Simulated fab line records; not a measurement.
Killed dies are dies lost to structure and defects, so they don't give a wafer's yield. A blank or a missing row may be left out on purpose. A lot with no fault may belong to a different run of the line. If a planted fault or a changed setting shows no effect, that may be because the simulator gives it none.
fab line records -- flow gf180mcu
record lots=14, wafers=42, last-day=34
route steps=602 shown V3@447 M4@461
lots that met no fault: taken from a fault-free run of the same line
start-h: the number of hours between the record's first day and the start of the first shown wafer of the lot -- wait-h: hours from the lot's prior step to this one -- " identical to the entry in the row above -- L1.1+2: one row covering several wafers at once -- - no value, or no start was given -- * or withheld: withheld -- < > ~ a bound
route shown NAME@n: a module of which the file shows steps, and the number in the route of the first -- usual: the fault-free wafers' mean and standard deviation -- same: alike in all rows -- chamber/n: place in a boat -- sites: each site's reading -- _std_site: how widely they spread, as a standard deviation -- _edge_site: outer sites' mean less inner sites' -- radius-mm: for every site, how far away it sits from the centre of the wafer -- mask NAME#n: copy n -- behind: the tool/chamber that last shaped the wafer -- hold: why the lot was held/for how many hours/how that ended -- device: the n, p or np transistor that did not switch -- end of line: the tests these same wafers got at the end of their route -- step lacking rows: just its recipe -- killed: dies that structure and defects cost at the first sort, which is not the same as the wafer's yield -- map: a wafer's dies, x killed, . not, _ none there
set.NAME: the setting as run; set.NAME@STEP: as run at that earlier step -- model.NAME: the simulator's own value behind a step, which no gauge read
a sample of lots followed through the steps of the route, with each step as a table and each wafer as a row
services: a tool's chamber out of use, with start hour (start-h, from the record's first day; less than 0 if before it), hours out, and reason
## steps
# step GF_V3_STRIP_18
# recipe chemistry=O2/N2, power-w=1400, pressure-mtorr=1500, platen-temp-c=250, o2-flow-sccm=3000, n2-flow-sccm=300, overash-fraction=0.5
# usual drypump-motor-current-A=5.7/0.49, heater-power-w=333/23, n2-flow-sccm=299.9/0.91, o2-flow-sccm=2999/8.8, oes-product-au=0.593/0.0048
lot.wafer,tool,chamber,start-h,wait-h,drypump-motor-current-A,heater-power-w,n2-flow-sccm,o2-flow-sccm,oes-product-au,rf-hours-counter-h
L308.2,plasma-asher-04,0,510.43,-,5.9,327,300.6,2984,0.596,74
L308.3,plasma-asher-04,0,510.43,-,5.9,322,301.2,2996,0.591,-
L308.5,plasma-asher-04,0,510.43,-,5.9,328,300.3,2984,0.588,-
L309.3,plasma-asher-04,1,521.70,-,6.1,347,300.4,3019,0.584,-
L309.4,plasma-asher-04,0,521.70,-,5.9,315,299.9,2998,0.594,-
L309.6,plasma-asher-04,0,521.70,-,5.9,331,299.5,3006,0.582,-
L311.4,plasma-asher-04,1,540.09,-,6.1,344,298.0,3009,0.592,-
L311.5,plasma-asher-04,1,540.09,-,6.1,342,300.4,3010,0.585,-
L311.6,plasma-asher-04,0,540.09,-,5.9,333,301.5,2992,0.590,-
L312.2,plasma-asher-04,0,548.53,-,5.9,320,301.1,2998,0.601,78
L312.3,plasma-asher-04,0,548.53,-,5.9,318,300.3,2982,0.595,-
L312.6,plasma-asher-04,0,548.53,-,5.9,318,300.5,2999,0.599,-
L313.2,plasma-asher-04,1,556.53,-,6.1,348,299.7,3001,0.597,79
L313.3,plasma-asher-04,1,556.53,-,6.1,342,299.6,2999,0.597,-
L313.5,plasma-asher-04,0,556.53,-,5.9,317,298.8,2995,0.597,-
L314.3,plasma-asher-03,1,562.20,-,4.8,298,300.1,3013,0.594,-
L314.4,plasma-asher-03,0,562.20,-,6.2,371,298.6,3002,0.590,-
L314.6,plasma-asher-03,1,562.20,-,4.8,304,299.0,3005,0.604,-
L323.2,plasma-asher-02,0,634.63,-,5.9,342,301.3,3001,0.596,93
L323.3,plasma-asher-02,1,634.63,-,5.2,323,298.4,3011,0.599,-
L323.5,plasma-asher-02,0,634.63,-,5.9,341,299.8,2998,0.591,-
L324.1,plasma-asher-03,0,646.37,-,6.1,375,300.8,3022,0.596,58
L324.2,plasma-asher-03,1,646.37,-,4.8,289,299.9,2999,0.597,58
L324.5,plasma-asher-03,0,646.37,-,6.1,377,299.2,2999,0.597,-
L326.1,plasma-asher-02,1,659.07,-,5.2,326,299.7,2998,0.579,96
L326.4,plasma-asher-02,0,659.07,-,5.9,337,300.7,2993,0.584,-
L326.5,plasma-asher-02,0,659.07,-,6.0,332,300.2,3001,0.585,-
L327.3,plasma-asher-03,1,664.81,-,4.8,297,299.4,3000,0.594,-
L327.4,plasma-asher-03,0,664.81,-,6.1,380,299.7,2971,0.601,-
L327.6,plasma-asher-03,0,664.81,-,6.1,371,300.8,2993,0.598,-
L328.1,plasma-asher-02,1,670.63,-,5.2,329,300.5,3010,0.592,97
L328.4,plasma-asher-02,0,670.63,-,6.0,336,299.9,2998,0.596,-
L328.6,plasma-asher-02,1,670.63,-,5.2,324,300.3,3007,0.593,-
L329.2,plasma-asher-04,0,677.73,-,5.9,324,299.7,2999,0.595,92
L329.3,plasma-asher-04,0,677.73,-,5.9,322,300.5,3003,0.596,-
L329.6,plasma-asher-04,1,677.73,-,6.2,347,300.2,3007,0.600,-
L330.2,plasma-asher-03,0,682.83,-,6.1,376,300.0,3005,0.596,62
L330.5,plasma-asher-03,1,682.83,-,4.8,289,300.1,3002,0.592,-
L330.6,plasma-asher-03,0,682.83,-,6.1,374,299.0,3007,0.596,-
L331.4,plasma-asher-04,1,689.28,-,6.1,345,299.8,2998,0.597,-
L331.5,plasma-asher-04,1,689.28,-,6.1,342,298.6,2994,0.599,-
L331.6,plasma-asher-04,0,689.28,-,5.9,334,300.0,3000,0.590,-
# step GF_M4_RS_MEAS_05
# recipe thk-meas-gauge=four-point-probe, reads=TiN_of_M4_SPUTTER_04+Ti_of_M4_SPUTTER_03+AlCu_of_M4_SPUTTER_02+TiN_of_M4_SPUTTER_01+Ti_of_M4_SPUTTER_00
# usual M4_ALCU_RS=0.0696/0.0008
lot.wafer,tool,chamber,start-h,wait-h,M4_ALCU_RS[ohm/sq]
L308.2,film-metro-02,-,511.89,0.0,0.0696
L308.3,film-metro-02,-,511.89,0.0,0.0684
L308.5,film-metro-02,-,511.89,0.0,0.0699
L309.3,film-metro-04,-,523.15,0.1,0.0699
L309.4,film-metro-04,-,523.15,0.1,0.0701
L309.6,film-metro-04,-,523.15,0.1,0.0704
L311.4,film-metro-02,-,541.56,0.1,0.0683
L311.5,film-metro-02,-,541.56,0.1,0.0683
L311.6,film-metro-02,-,541.56,0.1,0.0694
L312.2,film-metro-02,-,550.02,0.0,0.0688
L312.3,film-metro-02,-,550.02,0.0,0.0697
L312.6,film-metro-02,-,550.02,0.0,0.0693
L313.2,film-metro-04,-,558.15,0.0,0.0688
L313.3,film-metro-04,-,558.15,0.0,0.0700
L313.5,film-metro-04,-,558.15,0.0,0.0691
L314.3,film-metro-04,-,564.00,0.1,0.0699
L314.4,film-metro-04,-,564.00,0.1,0.0690
L314.6,film-metro-04,-,564.00,0.1,0.0686
L323.2,film-metro-02,-,636.10,0.0,0.0713
L323.3,film-metro-02,-,636.10,0.0,0.0706
L323.5,film-metro-02,-,636.10,0.0,0.0704
L324.1,film-metro-02,-,647.81,0.0,0.0695
L324.2,film-metro-02,-,647.81,0.0,0.0694
L324.5,film-metro-02,-,647.81,0.0,0.0694
L326.1,film-metro-04,-,660.58,0.0,0.0694
L326.4,film-metro-04,-,660.58,0.0,0.0694
L326.5,film-metro-04,-,660.58,0.0,0.0695
L327.3,film-metro-04,-,666.46,0.1,0.0711
L327.4,film-metro-04,-,666.46,0.1,0.0709
L327.6,film-metro-04,-,666.46,0.1,0.0715
L328.1,film-metro-04,-,672.07,0.0,0.0691
L328.4,film-metro-04,-,672.07,0.0,0.0695
L328.6,film-metro-04,-,672.07,0.0,0.0694
L329.2,film-metro-02,-,679.19,0.0,0.0694
L329.3,film-metro-02,-,679.19,0.0,0.0707
L329.6,film-metro-02,-,679.19,0.0,0.0701
L330.2,film-metro-04,-,684.30,0.0,0.0683
L330.5,film-metro-04,-,684.30,0.0,0.0680
L330.6,film-metro-04,-,684.30,0.0,0.0690
L331.4,film-metro-04,-,690.77,0.1,0.0708
L331.5,film-metro-04,-,690.77,0.1,0.0704
L331.6,film-metro-04,-,690.77,0.1,0.0714
# step GF_M4_DEVELOP_13
# recipe develop-time-s=60, dev-temp-c=21
# usual chill-plate-temp-C=23.00/0.097, develop-time-s=60/0
lot.wafer,tool,chamber,start-h,wait-h,chill-plate-temp-C,develop-time-s
L308.2,litho-track-03,0,535.01,0.2,23.09,60
L308.3,litho-track-03,0,535.01,0.2,23.03,60
L308.5,litho-track-03,0,535.01,0.2,22.99,60
L309.3,litho-track-03,0,545.89,0.1,22.98,60
L309.4,litho-track-03,0,545.89,0.1,23.05,60
L309.6,litho-track-03,0,545.89,0.1,23.05,60
L311.4,litho-track-02,0,564.06,0.1,23.03,60
L311.5,litho-track-02,0,564.06,0.1,22.93,60
L311.6,litho-track-02,0,564.06,0.1,23.06,60
L312.2,litho-track-03,0,572.61,0.2,23.01,60
L312.3,litho-track-03,0,572.61,0.2,22.99,60
L312.6,litho-track-03,0,572.61,0.2,23.02,60
L313.2,litho-track-03,-,579.86,0.2,-,-
L313.3,litho-track-03,-,579.86,0.2,-,-
L313.5,litho-track-03,-,579.86,0.2,-,-
L314.3,litho-track-03,-,585.44,0.1,-,-
L314.4,litho-track-03,-,585.44,0.1,-,-
L314.6,litho-track-03,-,585.44,0.1,-,-
L323.2,litho-track-03,0,654.81,0.2,22.96,60
L323.3,litho-track-03,0,654.81,0.2,22.99,60
L323.5,litho-track-03,0,654.81,0.2,22.91,60
L324.1,litho-track-03,0,667.64,0.2,22.86,60
L324.2,litho-track-03,0,667.64,0.2,22.90,60
L324.5,litho-track-03,0,667.64,0.2,22.98,60
L326.1,litho-track-03,0,679.34,0.2,22.90,60
L326.4,litho-track-03,0,679.34,0.2,23.02,60
L326.5,litho-track-03,0,679.34,0.2,22.95,60
L327.3,litho-track-03,0,685.54,0.1,22.79,60
L327.4,litho-track-03,0,685.54,0.1,22.87,60
L327.6,litho-track-03,0,685.54,0.1,22.92,60
L328.1,litho-track-01,0,691.24,0.2,23.15,60
L328.4,litho-track-01,0,691.24,0.2,23.23,60
L328.6,litho-track-01,0,691.24,0.2,22.97,60
L329.2,litho-track-03,0,697.76,0.2,23.04,60
L329.3,litho-track-03,0,697.76,0.2,22.92,60
L329.6,litho-track-03,0,697.76,0.2,22.92,60
L330.2,litho-track-03,0,702.76,0.2,22.91,60
L330.5,litho-track-03,0,702.76,0.2,23.00,60
L330.6,litho-track-03,0,702.76,0.2,22.84,60
L331.4,litho-track-01,0,708.87,0.1,23.08,60
L331.5,litho-track-01,0,708.87,0.1,22.93,60
L331.6,litho-track-01,0,708.87,0.1,22.99,60
# step GF_M4_CD_MEAS_14
# recipe target-cd-nm=280
# usual cd-nm=280.0/1
lot.wafer,tool,chamber,start-h,wait-h,cd-nm
L308.2,cd-sem-02,-,535.16,0.1,282.7
L308.3,cd-sem-02,-,535.16,0.1,281.1
L308.5,cd-sem-02,-,535.16,0.1,282.0
L309.3,cd-sem-02,-,546.03,0.1,280.8
L309.4,cd-sem-02,-,546.03,0.1,278.9
L309.6,cd-sem-02,-,546.03,0.1,280.4
L311.4,cd-sem-02,-,564.19,0.1,279.9
L311.5,cd-sem-02,-,564.19,0.1,282.3
L311.6,cd-sem-02,-,564.19,0.1,281.9
L312.2,cd-sem-02,-,572.76,0.1,279.1
L312.3,cd-sem-02,-,572.76,0.1,278.4
L312.6,cd-sem-02,-,572.76,0.1,279.2
L313.2,cd-sem-02,-,580.01,0.1,-
L313.3,cd-sem-02,-,580.01,0.1,-
L313.5,cd-sem-02,-,580.01,0.1,-
L314.3,cd-sem-02,-,585.58,0.1,-
L314.4,cd-sem-02,-,585.58,0.1,-
L314.6,cd-sem-02,-,585.58,0.1,-
L323.2,cd-sem-01,-,654.96,0.1,279.1
L323.3,cd-sem-01,-,654.96,0.1,279.7
L323.5,cd-sem-01,-,654.96,0.1,279.8
L324.1,cd-sem-02,-,667.79,0.1,279.2
L324.2,cd-sem-02,-,667.79,0.1,278.6
L324.5,cd-sem-02,-,667.79,0.1,278.5
L326.1,cd-sem-02,-,679.49,0.1,278.7
L326.4,cd-sem-02,-,679.49,0.1,278.6
L326.5,cd-sem-02,-,679.49,0.1,279.3
L327.3,cd-sem-02,-,685.68,0.1,279.7
L327.4,cd-sem-02,-,685.68,0.1,280.2
L327.6,cd-sem-02,-,685.68,0.1,278.3
L328.1,cd-sem-01,-,691.39,0.1,280.4
L328.4,cd-sem-01,-,691.39,0.1,279.9
L328.6,cd-sem-01,-,691.39,0.1,280.2
L329.2,cd-sem-02,-,697.91,0.1,281.0
L329.3,cd-sem-02,-,697.91,0.1,280.5
L329.6,cd-sem-02,-,697.91,0.1,280.2
L330.2,cd-sem-02,-,702.91,0.1,280.9
L330.5,cd-sem-02,-,702.91,0.1,279.4
L330.6,cd-sem-02,-,702.91,0.1,279.1
L331.4,cd-sem-02,-,709.00,0.1,280.9
L331.5,cd-sem-02,-,709.00,0.1,281.1
L331.6,cd-sem-02,-,709.00,0.1,280.5
## services
tool,chamber,start-h,hours,kind
plasma-asher-04,-,492.97,3.2,repair
plasma-asher-02,-,530.93,2.8,pm
plasma-asher-02,-,538.89,14.6,pm
plasma-asher-02,-,557.39,8.0,repair
plasma-asher-03,-,601.21,1.2,repair
plasma-asher-02,-,667.30,1.7,repair
## key
first-sign step=GF_M4_DEVELOP_13, reading=tool-record, direction=missing
effect none on later readings
met-at GF_M4_DEVELOP_13
struck-lots L313,L314
later-rows-left-out L313.2,L313.3,L313.5,L314.3,L314.4,L314.6
sort-left-out L313.2,L313.3,L313.5,L314.3,L314.4,L314.6
not-acting-at GF_V3_STRIP_18,GF_M4_RS_MEAS_05,GF_M4_CD_MEAS_14
onset-between 572.61 579.86
fault kind=skipped-step-whole, tool=litho-track-03, chamber=-, onset-h=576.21, steps=GF_M4_DEVELOP_13, scope=struck-lots-only
# sort-left-out: the simulated sort isn't trusted on such a fault, so these wafers' sort isn't shown, and their yield isn't known
# later-rows-left-out: the simulator's readings of these wafers behind a module that went badly wrong aren't trusted and aren't shown, but for the sort
